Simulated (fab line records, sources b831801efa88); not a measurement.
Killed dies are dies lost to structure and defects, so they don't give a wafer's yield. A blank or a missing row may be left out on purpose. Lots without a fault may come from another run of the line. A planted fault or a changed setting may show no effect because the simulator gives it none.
One fault seen from 2 desks | flow sky130 | each desk has only its own numbers; what lay behind them comes last

THE TOOL OWNER'S DESK: plasma_asher-04
The tool's own readings at SKY_LI_CONTACT_STRIP_16 (strips in O2/N2): means of the sampled wafers that have a number, for each lot that ran on this tool. A lot is out of limits, marked OUT, if its mean lies more than 4 standard deviations from the usual mean; the brackets give that distance.
Columns: A = drypump_motor_current_A at SKY_LI_CONTACT_STRIP_16, usual 5.73 A; B = oes_product_au at SKY_LI_CONTACT_STRIP_16, usual 0.376 a.u.; C = strip_time_to_endpoint_s at SKY_LI_CONTACT_STRIP_16, usual 3.50 s
lot  | first seen here | A    | B     | C
L807 | day 30 19:03    | 5.86 | 0.372 | 3.48
L812 | day 32 05:42    | 5.87 | 0.370 | 3.47
L815 | day 33 08:19    | 5.87 | 0.376 | 3.51
L814 | day 33 10:43    | 5.87 | 0.372 | 3.51
L819 | day 34 06:19    | 5.74 | 0.378 | 3.46
L823 | day 35 15:21    | 5.73 | 0.380 | 3.51
L824 | day 36 01:18    | 5.57 | 0.377 | 3.53
This desk's finding: nothing out of limits on any of the 7 lots.

THE METROLOGY DESK
What the gauges read, lot by lot, whatever tool the lot ran on: means of the sampled wafers that have a number. A lot is out of limits, marked OUT, if its mean lies more than 4 standard deviations from the usual mean; the brackets give that distance.
Columns: A = METAL5_ALCU_THK at SKY_METAL5_THK_MEAS_06, usual 1143 nm
lot  | first seen here | A
L805 | day 44 13:44    | 1168
L808 | day 44 14:45    | 1133
L807 | day 44 15:19    | 1150
L813 | day 45 09:05    | 1151
L812 | day 45 10:52    | 1144
L815 | day 46 09:29    | 1165
L814 | day 46 09:47    | 1123
L819 | day 47 04:25    | 1132
L820 | day 47 05:15    | 1136
L823 | day 48 01:58    | 1146
L827 | day 48 13:10    | 1149
L824 | day 48 13:16    | 1156
This desk's finding: nothing out of limits on any of the 12 lots.

PUT TOGETHER
The tool owner's desk saw nothing out of limits.
The metrology desk saw nothing out of limits.

WHAT THE SIMULATOR HAD PUT IN
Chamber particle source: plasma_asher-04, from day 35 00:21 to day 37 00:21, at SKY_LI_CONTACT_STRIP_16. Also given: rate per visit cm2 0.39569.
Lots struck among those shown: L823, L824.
